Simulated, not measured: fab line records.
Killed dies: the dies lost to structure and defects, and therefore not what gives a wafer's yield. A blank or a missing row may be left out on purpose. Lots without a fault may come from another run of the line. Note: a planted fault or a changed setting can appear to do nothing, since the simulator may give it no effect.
fab line records -- flow sky130
record lots=15, wafers=45, last-day=50
route steps=708 shown VT_ADJUST_HVTP@92 POLY_CUT@314 LI_CONTACT@375 CONTACT@407
lots that met no fault: taken from a fault-free run of the same line
start-h: the number of hours between the record's first day and the start of the first shown wafer of the lot -- wait-h: hours elapsed since this lot's preceding step -- " unchanged from the row above -- L1.1+2: a single row standing in for several wafers -- - no value, or no start given -- * or withheld: withheld -- < > ~ a bound
route shown NAME@n: names a module that has steps shown in the file, with the first one's number in the route -- usual: mean/standard deviation taken from wafers without a fault -- same: alike in all rows -- chamber/n: place in a boat -- sites: each site's reading -- _std_site: standard deviation across them -- _edge_site: mean of outer sites minus mean of inner sites -- radius-mm: how far each site lies from the wafer's centre -- mask NAME#n: copy n -- behind: tool/chamber where the wafer was last shaped -- hold: the reason the lot was held/the length of the hold in hours/how it ended -- device: the n, p or np transistor that did not switch -- end of line: the same wafers' tests at the end of the route -- a step given without rows: its recipe and nothing more -- killed: dies lost to structure and defects at the first sort, not the wafer's yield -- map: shows each die of a wafer: x if killed, . if not, _ if none is there
set.NAME: the setting as run; set.NAME@STEP: as run at that earlier step -- model.NAME: the simulator's own value behind a step, which no gauge read
the route's steps for a sample of lots (tables are steps, rows are wafers)
## steps
# step SKY_VT_ADJUST_HVTP_CD_MEAS_07
# recipe target-cd-nm=380
# usual cd-nm=380.2/2.3
lot.wafer,tool,chamber,start-h,wait-h,cd-nm
L565.3,cd-sem-01,-,119.67,0.1,379.1
L565.5,cd-sem-01,-,119.67,0.1,378.9
L565.6,cd-sem-01,-,119.67,0.1,378.9
L566.1,cd-sem-01,-,125.64,0.1,382.1
L566.3,cd-sem-01,-,125.64,0.1,379.3
L566.6,cd-sem-01,-,125.64,0.1,379.6
L567.2,cd-sem-01,-,134.59,0.1,380.4
L567.4,cd-sem-01,-,134.59,0.1,381.8
L567.5,cd-sem-01,-,134.59,0.1,382.4
L569.2,cd-sem-02,-,165.69,0.1,377.6
L569.4,cd-sem-02,-,165.69,0.1,383.1
L569.6,cd-sem-02,-,165.69,0.1,382.6
L571.1,cd-sem-02,-,174.43,0.1,380.6
L571.2,cd-sem-02,-,174.43,0.1,378.6
L571.3,cd-sem-02,-,174.43,0.1,379.5
L573.2,cd-sem-01,-,181.79,0.1,382.8
L573.3,cd-sem-01,-,181.79,0.1,379.8
L573.6,cd-sem-01,-,181.79,0.1,379.7
L574.2,cd-sem-01,-,183.99,0.1,386.2
L574.3,cd-sem-01,-,183.99,0.1,389.5
L574.6,cd-sem-01,-,183.99,0.1,382.1
L577.1,cd-sem-02,-,207.77,0.1,374.3
L577.3,cd-sem-02,-,207.77,0.1,376.8
L577.4,cd-sem-02,-,207.77,0.1,377.6
L579.3,cd-sem-02,-,216.42,0.1,380.4
L579.5,cd-sem-02,-,216.42,0.1,379.4
L579.6,cd-sem-02,-,216.42,0.1,380.1
L580.1,cd-sem-02,-,222.28,0.1,384.5
L580.2,cd-sem-02,-,222.28,0.1,383.3
L580.3,cd-sem-02,-,222.28,0.1,385.1
L581.1,cd-sem-01,-,227.17,0.1,383.8
L581.2,cd-sem-01,-,227.17,0.1,382.1
L581.5,cd-sem-01,-,227.17,0.1,384.8
L582.1,cd-sem-01,-,233.44,0.1,380.6
L582.5,cd-sem-01,-,233.44,0.1,380.5
L582.6,cd-sem-01,-,233.44,0.1,380.9
L585.1,cd-sem-01,-,250.37,0.1,376.8
L585.5,cd-sem-01,-,250.37,0.1,378.2
L585.6,cd-sem-01,-,250.37,0.1,381.5
L586.4,cd-sem-02,-,264.64,0.1,380.7
L586.5,cd-sem-02,-,264.64,0.1,380.7
L586.6,cd-sem-02,-,264.64,0.1,378.7
L587.1,cd-sem-01,-,268.58,0.1,379.4
L587.2,cd-sem-01,-,268.58,0.1,380.5
L587.4,cd-sem-01,-,268.58,0.1,382.8
# step SKY_POLY_CUT_DEVELOP_07
# recipe develop-time-s=60, resist=KrF-thick, dev-temp-c=21
# usual chill-plate-temp-C=22.99/0.1, develop-time-s=60/0
lot.wafer,tool,chamber,start-h,wait-h,chill-plate-temp-C,develop-time-s
L565.3,litho-track-04,0,563,-,22.90,60
L565.5,litho-track-04,0,563,-,23.17,60
L565.6,litho-track-04,0,563,-,22.81,60
L566.1,litho-track-04,0,573,-,23.05,60
L566.3,litho-track-04,0,573,-,23.05,60
L566.6,litho-track-04,0,573,-,22.97,60
L567.2,litho-track-03,0,579,-,23.03,60
L567.4,litho-track-03,0,579,-,22.96,60
L567.5,litho-track-03,0,579,-,22.97,60
L569.2,litho-track-04,0,628,-,23.18,60
L569.4,litho-track-04,0,628,-,22.93,60
L569.6,litho-track-04,0,628,-,23.02,60
L571.1,litho-track-04,0,635,-,23.03,60
L571.2,litho-track-04,0,635,-,22.94,60
L571.3,litho-track-04,0,635,-,22.93,60
L573.2,litho-track-02,0,653,-,23.24,60
L573.3,litho-track-02,0,653,-,23.09,60
L573.6,litho-track-02,0,653,-,22.99,60
L574.2,litho-track-04,0,657,-,22.99,60
L574.3,litho-track-04,0,657,-,22.88,60
L574.6,litho-track-04,0,657,-,22.70,60
L577.1,litho-track-02,0,680,-,22.93,60
L577.3,litho-track-02,0,680,-,22.98,60
L577.4,litho-track-02,0,680,-,23.16,60
L580.1,litho-track-02,0,694,-,23.09,60
L580.2,litho-track-02,0,694,-,23.02,60
L580.3,litho-track-02,0,694,-,22.90,60
L579.3,litho-track-04,-,699,-,-,-
L579.5,litho-track-04,-,699,-,-,-
L579.6,litho-track-04,-,699,-,-,-
L581.1,litho-track-02,-,702,-,-,-
L581.2,litho-track-02,-,702,-,-,-
L581.5,litho-track-02,-,702,-,-,-
L582.1,litho-track-02,-,708,-,-,-
L582.5,litho-track-02,-,708,-,-,-
L582.6,litho-track-02,-,708,-,-,-
L585.1,litho-track-04,0,723,-,22.90,60
L585.5,litho-track-04,0,723,-,22.98,60
L585.6,litho-track-04,0,723,-,22.76,60
L586.4,litho-track-03,0,744,-,23.25,60
L586.5,litho-track-03,0,744,-,22.87,60
L586.6,litho-track-03,0,744,-,23.09,60
L587.1,litho-track-02,0,747,-,22.99,60
L587.2,litho-track-02,0,747,-,22.87,60
L587.4,litho-track-02,0,747,-,22.85,60
# step SKY_LI_CONTACT_OVL_MEAS_13
# usual LI_CONTACT_OVL=-1/4.9
lot.wafer,tool,chamber,start-h,wait-h,LI_CONTACT_OVL[nm]
L565.3,overlay-02,-,682.42,0.1,-4
L565.5,overlay-02,-,682.42,0.1,1
L565.6,overlay-02,-,682.42,0.1,1
L566.1,overlay-01,-,691.90,0.1,-1
L566.3,overlay-01,-,691.90,0.1,-3
L566.6,overlay-01,-,691.90,0.1,1
L567.2,overlay-01,-,697.11,0.1,5
L567.4,overlay-01,-,697.11,0.1,5
L567.5,overlay-01,-,697.11,0.1,-4
L569.2,overlay-02,-,744.16,0.1,-10
L569.4,overlay-02,-,744.16,0.1,-3
L569.6,overlay-02,-,744.16,0.1,-1
L571.1,overlay-02,-,751.95,0.1,-6
L571.2,overlay-02,-,751.95,0.1,-6
L571.3,overlay-02,-,751.95,0.1,-2
L573.2,overlay-01,-,769.51,0.1,-1
L573.3,overlay-01,-,769.51,0.1,-1
L573.6,overlay-01,-,769.51,0.1,2
L574.2,overlay-02,-,772.20,0.1,1
L574.3,overlay-02,-,772.20,0.1,-2
L574.6,overlay-02,-,772.20,0.1,-3
L577.1,overlay-01,-,791.60,0.1,-7
L577.3,overlay-01,-,791.60,0.1,-8
L577.4,overlay-01,-,791.60,0.1,-8
L580.1,overlay-01,-,804.72,0.1,-1
L580.2,overlay-01,-,804.72,0.1,-5
L580.3,overlay-01,-,804.72,0.1,-1
L585.1,overlay-02,-,832.00,0.1,-8
L585.5,overlay-02,-,832.00,0.1,-9
L585.6,overlay-02,-,832.00,0.1,0
L586.4,overlay-02,-,853.46,0.1,2
L586.5,overlay-02,-,853.46,0.1,5
L586.6,overlay-02,-,853.46,0.1,-9
L587.1,overlay-01,-,855.09,0.1,2
L587.2,overlay-01,-,855.09,0.1,0
L587.4,overlay-01,-,855.09,0.1,0
# step SKY_CONTACT_THK_MEAS_01
# recipe reads=Si3N4_of_CONTACT_CVD_00
# usual CONTACT_CVD_00_THK=74.9/1.1
lot.wafer,tool,chamber,start-h,wait-h,CONTACT_CVD_00_THK[nm]
L565.3,film-metro-01,-,713.10,-,74.3
L565.5,film-metro-01,-,713.10,-,75.7
L565.6,film-metro-01,-,713.10,-,76.5
L566.1,film-metro-04,-,722.34,-,74.7
L566.3,film-metro-04,-,722.34,-,74.0
L566.6,film-metro-04,-,722.34,-,75.6
L567.2,film-metro-02,-,727.15,-,74.2
L567.4,film-metro-02,-,727.15,-,75.9
L567.5,film-metro-02,-,727.15,-,74.0
L569.2,film-metro-02,-,774.37,-,73.2
L569.4,film-metro-02,-,774.37,-,74.3
L569.6,film-metro-02,-,774.37,-,74.7
L571.1,film-metro-01,-,781.80,-,74.0
L571.2,film-metro-01,-,781.80,-,72.2
L571.3,film-metro-01,-,781.80,-,74.3
L573.2,film-metro-02,-,797.83,-,74.6
L573.3,film-metro-02,-,797.83,-,74.7
L573.6,film-metro-02,-,797.83,-,75.8
L574.2,film-metro-01,-,799.33,-,75.0
L574.3,film-metro-01,-,799.33,-,75.7
L574.6,film-metro-01,-,799.33,-,74.9
L577.1,film-metro-04,-,820.85,-,73.0
L577.3,film-metro-04,-,820.85,-,72.2
L577.4,film-metro-04,-,820.85,-,73.6
L580.1,film-metro-04,-,834.40,-,74.7
L580.2,film-metro-04,-,834.40,-,75.5
L580.3,film-metro-04,-,834.40,-,73.8
L585.1,film-metro-02,-,861.52,-,75.3
L585.5,film-metro-02,-,861.52,-,77.0
L585.6,film-metro-02,-,861.52,-,77.2
L586.4,film-metro-02,-,881.28,-,76.1
L586.5,film-metro-02,-,881.28,-,76.1
L586.6,film-metro-02,-,881.28,-,76.5
L587.1,film-metro-01,-,882.69,-,73.5
L587.2,film-metro-01,-,882.69,-,73.8
L587.4,film-metro-01,-,882.69,-,76.5
## key
first-sign step=SKY_POLY_CUT_DEVELOP_07, reading=tool-record, direction=missing
effect none on later readings
met-at SKY_POLY_CUT_DEVELOP_07
struck-lots L579,L581,L582
later-rows-left-out L579.3,L579.5,L579.6,L581.1,L581.2,L581.5,L582.1,L582.5,L582.6
sort-left-out L579.3,L579.5,L579.6,L581.1,L581.2,L581.5,L582.1,L582.5,L582.6
tester-left-out L579,L581,L582
not-acting-at SKY_VT_ADJUST_HVTP_CD_MEAS_07,SKY_LI_CONTACT_OVL_MEAS_13,SKY_CONTACT_THK_MEAS_01
onset-between 694 699
fault kind=skipped-step-whole, tool=litho-track-02,litho-track-04, chamber=-, onset-h=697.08, steps=SKY_POLY_CUT_DEVELOP_07, scope=struck-lots-only
# tester-left-out: of these lots the tester's yield and bins aren't shown, on N5 and GAA mostly nor the transistor test; their killed dies are dies lost to structure and defects alone, not to doping, threshold or leakage, so they don't give the yield
# sort-left-out: the simulated sort isn't trusted on such a fault, so these wafers' sort isn't shown, and their yield isn't known
# later-rows-left-out: the simulator's readings of these wafers behind a module that went badly wrong aren't trusted and aren't shown, but for the sort
